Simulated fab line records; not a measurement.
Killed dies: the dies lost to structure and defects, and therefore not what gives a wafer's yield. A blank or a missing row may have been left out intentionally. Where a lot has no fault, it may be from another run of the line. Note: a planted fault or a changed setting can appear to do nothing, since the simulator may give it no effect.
What tool caused it? | flow gf180mcu | 72 wafers from 24 lots sampled at 6 of the route's 602 steps

== WHAT EACH GAUGE READ, for each wafer ==
GF_V5_OVL_MEAS_15. Usual: V5_OVL gives 2 nm (standard deviation 5.7).
lot  | measured     | on         | V5_OVL (nm) | flag
L074 | day 27 08:42 | overlay-01 | 2 6 -2      |
L075 | day 27 18:29 | overlay-01 | 4 1 9       |
L076 | day 28 01:05 | overlay-02 | 7 1 -10     |
L077 | day 28 09:30 | overlay-02 | 2 2 8       |
L078 | day 28 19:39 | overlay-01 | -1 3 1      |
L079 | day 28 23:44 | overlay-01 | 4 0 3       |
L080 | day 29 14:50 | overlay-02 | 3 6 2       |
L081 | day 29 20:32 | overlay-02 | -6 2 9      |
L082 | day 29 21:29 | overlay-01 | 5 -3 5      |
L084 | day 30 07:38 | overlay-01 | 9 0 1       |
L083 | day 30 10:20 | overlay-01 | 0 -4 -1     |
L085 | day 31 00:08 | overlay-02 | 0 8 -6      |
L086 | day 31 02:39 | overlay-02 | -1 6 -4     |
L087 | day 31 11:20 | overlay-02 | 4 9 10      |
L088 | day 31 13:41 | overlay-01 | 9 -4 6      |
L089 | day 31 18:29 | overlay-02 | 3 -3 5      |
L090 | day 31 20:26 | overlay-02 | 6 3 0       |
L091 | day 32 03:02 | overlay-01 | -13 4 -17   |
L092 | day 32 13:10 | overlay-02 | 6 6 6       |
L093 | day 32 19:53 | overlay-01 | 3 2 -2      |
L094 | day 33 00:59 | overlay-02 | 11 5 -2     |
L095 | day 33 04:53 | overlay-01 | 8 7 3       |
L096 | day 33 19:59 | overlay-01 | 0 -1 6      |
L097 | day 33 21:20 | overlay-01 | -4 4 5      |

== TOOL THAT RAN EACH LOT (tool first, then ch and the chambers of the sampled wafers, then the start) ==
lot  | GF_V3_CVD_02                    | GF_V3_SPUTTER_22             | GF_M4_SPUTTER_00             | GF_M4_STRIP_17                       | GF_V4_ETCH_16
L074 | pecvd-04 ch 0,1, day 21 11:47   | pvd sputter-02, day 22 12:25 | pvd sputter-04, day 22 13:03 | plasma asher-04 ch 0,1, day 23 12:20 | rie diel-03 ch 1,2, day 24 12:07
L075 | pecvd-03 ch 0,1,2, day 22 00:35 | pvd sputter-03, day 23 01:06 | pvd sputter-04, day 23 01:44 | plasma asher-02 ch 0,1, day 24 00:32 | rie diel-03 ch 2,3, day 25 00:19
L076 | pecvd-03 ch 0,2, day 22 04:49   | pvd sputter-01, day 23 05:07 | pvd sputter-02, day 23 05:44 | plasma asher-02 ch 0,1, day 24 04:59 | rie diel-03 ch 0,3, day 25 04:37
L077 | pecvd-02 ch 0,2, day 22 18:42   | pvd sputter-02, day 23 18:45 | pvd sputter-04, day 23 19:23 | plasma asher-02 ch 0,1, day 24 18:13 | rie diel-03 ch 0,2,3, day 25 17:02
L078 | pecvd-04 ch 1,2, day 23 07:06   | pvd sputter-01, day 24 06:42 | pvd sputter-04, day 24 07:20 | plasma asher-01 ch 0,1, day 25 05:41 | rie diel-01 ch 1,2,3, day 26 03:55
L079 | pecvd-03 ch 0,1,2, day 23 09:32 | pvd sputter-01, day 24 09:18 | pvd sputter-04, day 24 09:56 | plasma asher-02 ch 1, day 25 08:08   | rie diel-03 ch 0,1,3, day 26 07:07
L080 | pecvd-02 ch 1,2, day 24 04:29   | pvd sputter-01, day 25 03:38 | pvd sputter-04, day 25 04:16 | plasma asher-04 ch 1, day 26 02:03   | rie diel-03 ch 0,1,3, day 27 00:02
L081 | pecvd-03 ch 0,2, day 24 09:27   | pvd sputter-02, day 25 09:01 | pvd sputter-03, day 25 09:38 | plasma asher-02 ch 0,1, day 26 07:35 | rie diel-03 ch 0,1,3, day 27 05:58
L082 | pecvd-02 ch 0,1,2, day 24 11:16 | pvd sputter-02, day 25 10:54 | pvd sputter-03, day 25 11:32 | plasma asher-04 ch 0,1, day 26 09:32 | rie diel-03 ch 1,2,3, day 27 07:26
L084 | pecvd-04 ch 0,1,2, day 24 23:41 | pvd sputter-03, day 25 21:53 | pvd sputter-04, day 25 22:31 | plasma asher-01 ch 0,1, day 26 20:23 | rie diel-03 ch 0,1,3, day 27 18:13
L083 | pecvd-04 ch 0,1,2, day 25 03:55 | pvd sputter-03, day 26 02:12 | pvd sputter-02, day 26 02:50 | plasma asher-01 ch 0,1, day 27 00:29 | rie diel-01 ch 0,2,3, day 27 21:07
L085 | pecvd-04 ch 0,1, day 25 18:28   | pvd sputter-02, day 26 16:49 | pvd sputter-03, day 26 17:26 | plasma asher-04 ch 0,1, day 27 14:20 | rie diel-01 ch 1,2,3, day 28 12:01
L086 | pecvd-02 ch 0,1,2, day 25 21:40 | pvd sputter-01, day 26 20:14 | pvd sputter-04, day 26 20:52 | plasma asher-01 ch 0,1, day 27 17:43 | rie diel-03 ch 0,1,3, day 28 14:38
L087 | pecvd-03 ch 0,1, day 26 07:13   | pvd sputter-03, day 27 05:34 | pvd sputter-02, day 27 06:12 | plasma asher-04 ch 0,1, day 28 03:11 | rie diel-01 ch 0,1, day 29 00:07
L088 | pecvd-02 ch 0,1,2, day 26 11:18 | pvd sputter-01, day 27 09:16 | pvd sputter-04, day 27 10:01 | plasma asher-02 ch 0,1, day 28 06:08 | rie diel-02 ch 0,2,3, day 29 02:16
L089 | pecvd-03 ch 1,2, day 26 15:49   | pvd sputter-03, day 27 13:50 | pvd sputter-03, day 27 14:28 | plasma asher-01 ch 0,1, day 28 10:47 | rie diel-02 ch 1,3, day 29 07:20
L090 | pecvd-04 ch 0,1,2, day 26 19:51 | pvd sputter-02, day 27 17:30 | pvd sputter-03, day 27 18:14 | plasma asher-01 ch 1, day 28 14:02   | rie diel-01 ch 0,1,2, day 29 10:49
L091 | pecvd-02 ch 0,1,2, day 27 03:54 | pvd sputter-03, day 28 01:31 | pvd sputter-03, day 28 02:09 | plasma asher-02 ch 0,1, day 28 21:50 | rie diel-03 ch 0,1,3, day 29 18:08
L092 | pecvd-03 ch 1,2, day 27 14:32   | pvd sputter-01, day 28 11:44 | pvd sputter-03, day 28 12:36 | plasma asher-01 ch 0,1, day 29 08:35 | rie diel-02 ch 0,2,3, day 30 04:38
L093 | pecvd-04 ch 1,2, day 28 00:12   | pvd sputter-01, day 28 20:53 | pvd sputter-02, day 28 21:31 | plasma asher-02 ch 0,1, day 29 16:40 | rie diel-02 ch 0,3, day 30 12:28
L094 | pecvd-04 ch 0,1,2, day 28 05:01 | pvd sputter-02, day 29 01:58 | pvd sputter-04, day 29 02:35 | plasma asher-04 ch 0,1, day 29 22:17 | rie diel-02 ch 0,1,3, day 30 18:20
L095 | pecvd-04 ch 0,1,2, day 28 10:22 | pvd sputter-01, day 29 06:49 | pvd sputter-03, day 29 07:26 | plasma asher-02 ch 0, day 30 02:44   | rie diel-01 ch 1,2,3, day 30 22:20
L096 | pecvd-04 ch 1,2, day 29 04:55   | pvd sputter-02, day 30 01:19 | pvd sputter-04, day 30 01:56 | plasma asher-01 ch 0,1, day 30 19:41 | rie diel-02 ch 0,1, day 31 15:17
L097 | pecvd-02 ch 0,1,2, day 29 05:31 | pvd sputter-03, day 30 02:01 | pvd sputter-04, day 30 02:38 | plasma asher-01 ch 0,1, day 30 21:41 | rie diel-01 ch 0,2,3, day 31 16:17
- GF_V3_CVD_02: deposits SiO2 from TEOS, target thk 850 nm, time 94.851 s.
- GF_V3_SPUTTER_22: material TiN, target thk 10 nm, time 40 s.
- GF_M4_SPUTTER_00: material Ti, target thk 37.5 nm, time 150 s.
- GF_M4_STRIP_17: strips in O2/N2.
- GF_V4_ETCH_16: etches BARC in N2/H2.

== AS READ BY THE TOOLS THEMSELVES (means over the sampled wafers that have a number; for cases with no such wafer, the mark the record gives instead) ==
GF_V3_CVD_02. Usual: heater power w reads 650 W (standard deviation 86).
lot  | tool     | heater power w (W) | flag
L074 | pecvd-04 | 634                |
L075 | pecvd-03 | 731                |
L076 | pecvd-03 | 762                |
L077 | pecvd-02 | 564                |
L078 | pecvd-04 | 683                |
L079 | pecvd-03 | 701                |
L080 | pecvd-02 | 606                |
L081 | pecvd-03 | 739                |
L082 | pecvd-02 | 666                |
L084 | pecvd-04 | 657                |
L083 | pecvd-04 | 641                |
L085 | pecvd-04 | 582                |
L086 | pecvd-02 | 621                |
L087 | pecvd-03 | 655                |
L088 | pecvd-02 | 672                |
L089 | pecvd-03 | 642                |
L090 | pecvd-04 | 675                |
L091 | pecvd-02 | 596                |
L092 | pecvd-03 | 627                |
L093 | pecvd-04 | 682                |
L094 | pecvd-04 | 678                |
L095 | pecvd-04 | 618                |
L096 | pecvd-04 | 688                |
L097 | pecvd-02 | 677                |

GF_V3_SPUTTER_22. Usual: cathode dc power W 4000.1 W, standard deviation 0.66; chamber pressure pa 5.000 Pa, standard deviation 0.011; throttle valve pct 30.2 %, standard deviation 0.73.
lot  | tool           | cathode dc power W (W) | chamber pressure pa (Pa) | throttle valve pct (%) | flag
L074 | pvd sputter-02 | 4000.5                 | 5.005                    | 30.7                   |
L075 | pvd sputter-03 | 4000.0                 | 4.999                    | 30.0                   |
L076 | pvd sputter-01 | 4000.7                 | 4.992                    | 30.4                   |
L077 | pvd sputter-02 | 3999.9                 | 4.993                    | 29.7                   |
L078 | pvd sputter-01 | 4000.4                 | 5.004                    | 30.6                   |
L079 | pvd sputter-01 | 4000.0                 | 4.998                    | 30.5                   |
L080 | pvd sputter-01 | 4000.4                 | 5.001                    | 30.2                   |
L081 | pvd sputter-02 | 4000.3                 | 4.996                    | 30.6                   |
L082 | pvd sputter-02 | 4000.2                 | 4.993                    | 30.6                   |
L084 | pvd sputter-03 | 3999.9                 | 5.010                    | 30.3                   |
L083 | pvd sputter-03 | 4000.4                 | 5.002                    | 29.5                   |
L085 | pvd sputter-02 | 4000.2                 | 5.006                    | 30.6                   |
L086 | pvd sputter-01 | 3999.2                 | 4.993                    | 30.5                   |
L087 | pvd sputter-03 | 4000.3                 | 4.998                    | 29.9                   |
L088 | pvd sputter-01 | 3999.7                 | 4.984                    | 30.3                   |
L089 | pvd sputter-03 | 4000.6                 | 4.991                    | 30.3                   |
L090 | pvd sputter-02 | 3999.6                 | 5.003                    | 30.5                   |
L091 | pvd sputter-03 | 4000.3                 | 4.994                    | 29.9                   |
L092 | pvd sputter-01 | 4000.2                 | 4.996                    | 30.3                   |
L093 | pvd sputter-01 | 4000.2                 | 5.017                    | 30.5                   |
L094 | pvd sputter-02 | 4000.4                 | 5.000                    | 30.4                   |
L095 | pvd sputter-01 | 4000.1                 | 5.008                    | 30.6                   |
L096 | pvd sputter-02 | 4000.0                 | 4.997                    | 30.4                   |
L097 | pvd sputter-03 | 3999.4                 | 4.996                    | 29.8                   |

GF_M4_SPUTTER_00. Usual: cathode dc power W 4000.0 W, standard deviation 0.75; chamber pressure pa 2.000 Pa, standard deviation 0.0041; substrate temp c 200.02 C, standard deviation 0.17; throttle valve pct 30.3 %, standard deviation 1.5.
lot  | tool           | cathode dc power W (W) | chamber pressure pa (Pa) | substrate temp c (C) | throttle valve pct (%) | flag
L074 | pvd sputter-04 | 3999.9                 | 2.004                    | 200.06               | 31.0                   |
L075 | pvd sputter-04 | 3999.9                 | 2.000                    | 200.06               | 29.9                   |
L076 | pvd sputter-02 | 3999.5                 | 2.002                    | 199.87               | 30.6                   |
L077 | pvd sputter-04 | 4000.4                 | 1.997                    | 200.04               | 30.6                   |
L078 | pvd sputter-04 | 3999.7                 | 2.001                    | 200.04               | 31.4                   |
L079 | pvd sputter-04 | 4000.4                 | 1.998                    | 200.06               | 30.4                   |
L080 | pvd sputter-04 | 3999.4                 | 1.999                    | 200.07               | 31.4                   |
L081 | pvd sputter-03 | 4000.1                 | 2.001                    | 199.96               | 30.0                   |
L082 | pvd sputter-03 | 4000.5                 | 1.999                    | 200.01               | 29.8                   |
L084 | pvd sputter-04 | 3999.6                 | 1.999                    | 200.03               | 31.5                   |
L083 | pvd sputter-02 | 3999.8                 | 1.996                    | 200.05               | 31.8                   |
L085 | pvd sputter-03 | 4000.3                 | 2.001                    | 200.23               | 29.7                   |
L086 | pvd sputter-04 | 3999.6                 | 2.004                    | 200.10               | 32.2                   |
L087 | pvd sputter-02 | 3999.4                 | 1.999                    | 200.08               | 29.8                   |
L088 | pvd sputter-04 | 4000.2                 | 2.001                    | 200.06               | 29.9                   |
L089 | pvd sputter-03 | 4000.7                 | 2.004                    | 199.84               | 30.4                   |
L090 | pvd sputter-03 | 3999.4                 | 2.000                    | 200.03               | 30.4                   |
L091 | pvd sputter-03 | 3999.5                 | 2.002                    | 200.04               | 29.9                   |
L092 | pvd sputter-03 | 4000.4                 | 2.006                    | 200.21               | 30.0                   |
L093 | pvd sputter-02 | 4000.4                 | 1.997                    | 199.97               | 29.7                   |
L094 | pvd sputter-04 | 3999.1                 | 1.998                    | 200.03               | 30.9                   |
L095 | pvd sputter-03 | 4000.0                 | 1.999                    | 200.04               | 30.5                   |
L096 | pvd sputter-04 | 4000.3                 | 1.999                    | 200.14               | 31.4                   |
L097 | pvd sputter-04 | 4000.1                 | 2.001                    | 200.10               | 29.9                   |

GF_M4_STRIP_17. Usual: drypump motor current A 5.6 A, standard deviation 0.56; heater power w 320 W, standard deviation 39; oes product au 0.559 a.u., standard deviation 0.0055; strip time to endpoint s 7.90 s, standard deviation 0.031.
lot  | tool            | drypump motor current A (A) | heater power w (W) | oes product au (a.u.) | strip time to endpoint s (s) | flag
L074 | plasma asher-04 | 5.9                         | 319                | 0.557                 | 7.89                         |
L075 | plasma asher-02 | 5.8                         | 325                | 0.560                 | 7.91                         |
L076 | plasma asher-02 | 5.8                         | 327                | 0.557                 | 7.89                         |
L077 | plasma asher-02 | 5.3                         | 293                | 0.556                 | 7.88                         |
L078 | plasma asher-01 | 5.6                         | 326                | 0.559                 | 7.94                         |
L079 | plasma asher-02 | 4.7                         | 268                | 0.562                 | 7.93                         |
L080 | plasma asher-04 | 6.0                         | 376                | 0.557                 | 7.92                         |
L081 | plasma asher-02 | 5.3                         | 296                | 0.562                 | 7.92                         |
L082 | plasma asher-04 | 6.0                         | 353                | 0.554                 | 7.92                         |
L084 | plasma asher-01 | 5.6                         | 331                | 0.561                 | 7.91                         |
L083 | plasma asher-01 | 5.6                         | 331                | 0.556                 | 7.90                         |
L085 | plasma asher-04 | 5.9                         | 320                | 0.561                 | 7.91                         |
L086 | plasma asher-01 | 5.6                         | 327                | 0.563                 | 7.91                         |
L087 | plasma asher-04 | 5.9                         | 319                | 0.554                 | 7.87                         |
L088 | plasma asher-02 | 5.2                         | 299                | 0.559                 | 7.91                         |
L089 | plasma asher-01 | 5.5                         | 314                | 0.556                 | 7.92                         |
L090 | plasma asher-01 | 5.4                         | 291                | 0.564                 | 7.92                         |
L091 | plasma asher-02 | 5.8                         | 327                | 0.564                 | 7.90                         |
L092 | plasma asher-01 | 5.6                         | 334                | 0.562                 | 7.90                         |
L093 | plasma asher-02 | 5.3                         | 300                | 0.558                 | 7.87                         |
L094 | plasma asher-04 | 5.9                         | 316                | 0.559                 | 7.91                         |
L095 | plasma asher-02 | 6.4                         | 353                | 0.563                 | 7.92                         |
L096 | plasma asher-01 | 5.5                         | 311                | 0.557                 | 7.90                         |
L097 | plasma asher-01 | 5.5                         | 312                | 0.557                 | 7.86                         |

GF_V4_ETCH_16. Usual: drypump motor current A 5.7 A, standard deviation 0.48; oes product au 0.856 a.u., standard deviation 0.0046; throttle valve pct 13.225 %, standard deviation 0.0092.
lot  | tool        | drypump motor current A (A) | oes product au (a.u.) | throttle valve pct (%) | flag
L074 | rie diel-03 | 6.2                         | 0.854                 | 13.227                 |
L075 | rie diel-03 | 5.6                         | 0.860                 | 13.223                 |
L076 | rie diel-03 | 5.3                         | 0.854                 | 13.222                 |
L077 | rie diel-03 | 5.6                         | 0.855                 | 13.219                 |
L078 | rie diel-01 | 5.8                         | 0.856                 | 13.225                 |
L079 | rie diel-03 | 5.6                         | 0.856                 | 13.227                 |
L080 | rie diel-03 | 5.6                         | 0.859                 | 13.223                 |
L081 | rie diel-03 | 5.6                         | 0.856                 | 13.227                 |
L082 | rie diel-03 | 5.9                         | 0.856                 | 13.226                 |
L084 | rie diel-03 | 5.6                         | 0.853                 | 13.222                 |
L083 | rie diel-01 | 6.0                         | 0.857                 | 13.230                 |
L085 | rie diel-01 | 5.8                         | 0.853                 | 13.231                 |
L086 | rie diel-03 | 5.6                         | 0.859                 | 13.238                 |
L087 | rie diel-01 | 5.3                         | 0.857                 | 13.220                 |
L088 | rie diel-02 | 5.6                         | 0.855                 | 13.226                 |
L089 | rie diel-02 | 5.6                         | 0.855                 | 13.233                 |
L090 | rie diel-01 | 5.6                         | 0.858                 | 13.225                 |
L091 | rie diel-03 | 5.6                         | 0.860                 | 13.227                 |
L092 | rie diel-02 | 5.6                         | 0.858                 | 13.223                 |
L093 | rie diel-02 | 5.7                         | 0.854                 | 13.214                 |
L094 | rie diel-02 | 5.7                         | 0.857                 | 13.229                 |
L095 | rie diel-01 | 5.8                         | 0.857                 | 13.240                 |
L096 | rie diel-02 | 5.7                         | 0.855                 | 13.223                 |
L097 | rie diel-01 | 6.0                         | 0.856                 | 13.220                 |

== THE ANSWER, worked out from the rows above alone ==
Rule: take the mean of a lot's wafers that have a number; if it is more than 3 standard deviations from the usual mean, the lot is off. Also off: a lot with no number at a reading for which 4 or more lots have one. Any other lot the step has rows for is counted as sound. Order of review: gauges by route order, followed by the tools' own readings, for which a lot's mean as printed above is used. The first step at which some lot is off is used, and at that step the reading that is off furthest; a lot without a number counts as furthest.
No lot is off at any reading shown: from this, nothing can be told.

== WHAT HAD BEEN PUT IN BY THE SIMULATOR ==
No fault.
